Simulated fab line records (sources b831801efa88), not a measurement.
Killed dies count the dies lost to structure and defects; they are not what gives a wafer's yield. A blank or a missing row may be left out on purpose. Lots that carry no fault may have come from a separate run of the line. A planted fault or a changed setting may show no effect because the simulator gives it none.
A struck lot beside a sound one -- flow gf180mcu -- 20 steps out of a route of 602
Sound: these wafers, L302.1, L302.2, L302.6. The struck wafers were L315.1, L315.2, L315.5. The cause comes at the end.
At each step with rows: each side's tool, then ch and its chambers, then its first start. Under that, the readings that differ: sound wafers -- struck wafers -- difference of the means -- sigmas: that difference in standard deviations of wafers without a fault.
alike: words and numbers the same on both sides, and readings whose means are apart by under 2 such deviations; not compared: readings that were withheld, readings missing a value for some wafer, numbers with overlapping values and no deviation given by the record, and bounds like >300 which may hide the same value.
The two part at a step that has a row with sigmas, a row that says differs or no value, or rows on one side only. Non-overlapping numbers with no deviation appear without sigmas and do not part them. A reading that every wafer of one side lacks parts them only if that side has two wafers or more.

first, 1 step without rows for these wafers: GF_V1_CVD_00 (deposits SiO2, target thk 600 nm, time 100 s).
GF_V1_THK_MEAS_01:
  sound: filmMetro-03 at day 18 20:28; struck: filmMetro-01 at day 23 09:56
  alike: V1_CVD_00_THK
GF_V1_CVD_02: deposits SiO2 from TEOS, target thk 850 nm, time 94.851 s.
  sound on pecvd-02 ch 0,2, day 18 20:31; struck on pecvd-04 ch 1,2, day 23 09:59
  alike: heaterPowerW, susceptorTempC
GF_V1_THK_MEAS_03:
  sound: filmMetro-01 at day 18 20:35; struck: filmMetro-04 at day 23 10:04
reading,sound,struck,difference,sigmas
V1_CVD_02_THK (nm),835 822 845,844 860 872,+25,+2
GF_V1_CMP_04: polishes SiO2.
  sound on cmp-01 ch 0,1,2, day 18 20:45; struck on cmp-02 ch 0,1,2, day 23 10:07
  alike: motorCurrentA, timeToEndpointS
GF_V1_BOW_MEAS_05:
  sound: filmMetro-03 at day 18 20:57; struck: filmMetro-04 at day 23 10:25
  alike: V1_BOW
then, 6 steps without rows for these wafers: GF_V1_DEHYDRATE_06 (time 60 s); GF_V1_HMDS_07 (prime time 60 s); GF_V1_COAT_08; GF_V1_COAT_09 (resist thk 1000 nm); GF_V1_SOFTBAKE_10 (time 60 s); GF_V1_EXPOSE_11 (exposes mask Via1, target cd 260 nm).
GF_V1_PEB_12: peb time 90 s.
  sound on lithoTrack-04 ch 0, day 19 21:23; struck on lithoTrack-04 ch 0, day 24 08:53
  alike: exhaustPa
then, 1 step without rows for these wafers: GF_V1_DEVELOP_13 (develop time 60 s).
GF_V1_CD_MEAS_14 targets a cd of 260 nm.
  sound: cdSem-02 at day 19 21:44; struck: cdSem-02 at day 24 09:14
  alike: cdNm
GF_V1_OVL_MEAS_15:
  sound: overlay-01 at day 19 21:51; struck: overlay-01 at day 24 09:21
  alike: V1_OVL
GF_V1_ETCH_16: etches BARC in N2/H2.
  sound on rieDiel-03 ch 0,2,3, day 19 21:53; struck on rieDiel-03 ch 0,1,2, day 24 09:23
reading,sound,struck,difference,sigmas
model.V1.cdNm (nm),259.2 260.5 259.1,260.9 261.4 261.7,+1.7,
  alike: drypumpMotorCurrentA, oesProductAu, throttleValvePct
GF_V1_ETCH_17: etches SiO2 in C4F8/O2/Ar, stops on TiN, target depth 630 nm.
  sound on rieDiel-03 ch 0,2,3; struck on rieDiel-03 ch 0,1,2
reading,sound,struck,difference,sigmas
model.V1.cdNm (nm),259.8 260.1 260.1,261.6 262 262.6,+2.1,
  alike: oesProductAu
GF_V1_STRIP_18: strips in O2/N2.
  sound on plasmaAsher-03 ch 0,1, day 19 22:01; struck on plasmaAsher-04 ch 0,1, day 24 09:31
  alike: drypumpMotorCurrentA, heaterPowerW, oesProductAu
  not compared: rfHoursCounterH
after that, 1 step had no rows for these wafers: GF_PASSIVATION_PROBE_99.

== WHERE THEY PART ==
GF_V1_THK_MEAS_03 only, going by this record. Later steps at which nothing parts them and some readings are alike: GF_V1_CMP_04, GF_V1_BOW_MEAS_05, GF_V1_PEB_12, GF_V1_CD_MEAS_14, GF_V1_OVL_MEAS_15, GF_V1_ETCH_16, GF_V1_ETCH_17, GF_V1_STRIP_18.

WHY: what had been put in by the simulator
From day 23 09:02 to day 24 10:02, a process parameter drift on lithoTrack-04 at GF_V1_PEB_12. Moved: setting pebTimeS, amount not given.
